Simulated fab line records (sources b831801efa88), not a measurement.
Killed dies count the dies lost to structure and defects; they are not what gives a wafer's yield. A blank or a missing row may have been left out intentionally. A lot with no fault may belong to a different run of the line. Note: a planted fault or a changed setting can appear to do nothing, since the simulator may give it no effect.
Commonality check across tools :: flow gf180mcu :: 14 lots, 42 wafers sampled

REASON FOR OPENING
GF_HV_LDD_RS_MEAS_53, reading HV_LDD_RS: flagged on 3 of 14 lots. Wafers without a fault read 417.2 ohm/sq, standard deviation 0.95.
Rule: flag the lot when none of its wafers has a number, or when each of its wafers that has one lies beyond 4 standard deviations from that mean. All remaining lots are regarded as sound.

lot: L254
measured: day 12 10:35
on: film metro-01
HV_LDD_RS (ohm/sq), wafer by wafer: 418.4 417.9 417.8
flag: 

lot: L255
measured: day 12 16:47
on: film metro-01
HV_LDD_RS (ohm/sq), wafer by wafer: 417.3 416.5 417.2
flag: 

lot: L256
measured: day 12 23:17
on: film metro-02
HV_LDD_RS (ohm/sq), wafer by wafer: 418.4 418.3 418.8
flag: 

lot: L257
measured: day 13 09:08
on: film metro-03
HV_LDD_RS (ohm/sq), wafer by wafer: 418.7 417.3 417.5
flag: 

lot: L258
measured: day 13 18:48
on: film metro-03
HV_LDD_RS (ohm/sq), wafer by wafer: 410.3 411.6 411.0
flag: FLAGGED

lot: L260
measured: day 14 17:05
on: film metro-01
HV_LDD_RS (ohm/sq), wafer by wafer: 412.0 411.3 411.8
flag: FLAGGED

lot: L261
measured: day 14 18:27
on: film metro-02
HV_LDD_RS (ohm/sq), wafer by wafer: 410.9 411.5 410.8
flag: FLAGGED

lot: L267
measured: day 17 02:53
on: film metro-03
HV_LDD_RS (ohm/sq), wafer by wafer: 415.9 415.5 416.3
flag: 

lot: L269
measured: day 17 16:19
on: film metro-01
HV_LDD_RS (ohm/sq), wafer by wafer: 418.1 417.2 417.6
flag: 

lot: L270
measured: day 18 02:02
on: film metro-01
HV_LDD_RS (ohm/sq), wafer by wafer: 418.3 419.1 419.5
flag: 

lot: L271
measured: day 18 06:35
on: film metro-01
HV_LDD_RS (ohm/sq), wafer by wafer: 417.8 418.1 417.2
flag: 

lot: L272
measured: day 18 13:06
on: film metro-02
HV_LDD_RS (ohm/sq), wafer by wafer: 417.3 417.1 417.8
flag: 

lot: L275
measured: day 19 11:19
on: film metro-02
HV_LDD_RS (ohm/sq), wafer by wafer: 416.3 416.8 416.6
flag: 

lot: L276
measured: day 20 00:55
on: film metro-03
HV_LDD_RS (ohm/sq), wafer by wafer: 416.0 415.5 415.8
flag: 
The mean of the flagged lots' numbers is 411.2 ohm/sq, -6.0 ohm/sq from the usual (-6 standard deviations).

WHICH TOOL RAN EACH LOT
The record keeps 1 process step preceding the reading, out of 602 steps on the route. Read each cell as the tool, then ch plus the chambers that the sampled wafers visited, then the start.
lot: L254
flag: 
GF_HV_LDD_IMPLANT_36: implanter-02 ch 0, day 11 14:35

lot: L255
flag: 
GF_HV_LDD_IMPLANT_36: implanter-01 ch 0, day 11 20:38

lot: L256
flag: 
GF_HV_LDD_IMPLANT_36: implanter-04 ch 0, day 12 03:11

lot: L257
flag: 
GF_HV_LDD_IMPLANT_36: implanter-01 ch 0, day 12 13:00

lot: L258
flag: FLAGGED
GF_HV_LDD_IMPLANT_36: implanter-01 ch 0, day 12 21:24

lot: L260
flag: FLAGGED
GF_HV_LDD_IMPLANT_36: implanter-01 ch 0, day 13 19:29

lot: L261
flag: FLAGGED
GF_HV_LDD_IMPLANT_36: implanter-01 ch 0, day 13 20:55

lot: L267
flag: 
GF_HV_LDD_IMPLANT_36: implanter-02 ch 0, day 16 03:28

lot: L269
flag: 
GF_HV_LDD_IMPLANT_36: implanter-01 ch 0, day 16 16:51

lot: L270
flag: 
GF_HV_LDD_IMPLANT_36: implanter-01 ch 0, day 17 02:07

lot: L271
flag: 
GF_HV_LDD_IMPLANT_36: implanter-01 ch 0, day 17 06:44

lot: L272
flag: 
GF_HV_LDD_IMPLANT_36: implanter-04 ch 0, day 17 12:50

lot: L275
flag: 
GF_HV_LDD_IMPLANT_36: implanter-02 ch 0, day 18 10:08

lot: L276
flag: 
GF_HV_LDD_IMPLANT_36: implanter-01 ch 0, day 18 23:34
What the steps here do:
- GF_HV_LDD_IMPLANT_36
- GF_HV_LDD_RS_MEAS_53: measures by four-point-probe.

FLAGGED AGAINST TOTAL, ONE TOOL AT A TIME (gauges that did the reading follow at the end)
step: GF_HV_LDD_IMPLANT_36
tool: implanter-01
lots run: 9
flagged: 3
share of the flagged lots: all
sound lots run after its first flagged lot: 4 (L269,L270,L271,L276)

step: GF_HV_LDD_IMPLANT_36
tool: implanter-02
lots run: 3
flagged: 0
share of the flagged lots: none
sound lots run after its first flagged lot: -

step: GF_HV_LDD_IMPLANT_36
tool: implanter-04
lots run: 2
flagged: 0
share of the flagged lots: none
sound lots run after its first flagged lot: -

step: GF_HV_LDD_RS_MEAS_53
tool: film metro-01
lots run: 6
flagged: 1
share of the flagged lots: some
sound lots run after its first flagged lot: 3 (L269,L270,L271)

step: GF_HV_LDD_RS_MEAS_53
tool: film metro-02
lots run: 4
flagged: 1
share of the flagged lots: some
sound lots run after its first flagged lot: 2 (L272,L275)

step: GF_HV_LDD_RS_MEAS_53
tool: film metro-03
lots run: 4
flagged: 1
share of the flagged lots: some
sound lots run after its first flagged lot: 2 (L267,L276)

WHAT THE TABLE PERMITS
1 row of the table ran every flagged lot: implanter-01 at GF_HV_LDD_IMPLANT_36.
- implanter-01 at GF_HV_LDD_IMPLANT_36 ran 9 lots, 3 of them flagged. Sound lots ran on it after the first flagged one (L269, L270, L271, L276), which a lasting fault on the whole tool wouldn't allow. Its own readings lie more than 4 standard deviations out on every wafer of the flagged lots: beam energy keV.
None of the table's rows ran every flagged lot and, after the first, no sound lot.

WHAT THE SIMULATOR HAD INSERTED
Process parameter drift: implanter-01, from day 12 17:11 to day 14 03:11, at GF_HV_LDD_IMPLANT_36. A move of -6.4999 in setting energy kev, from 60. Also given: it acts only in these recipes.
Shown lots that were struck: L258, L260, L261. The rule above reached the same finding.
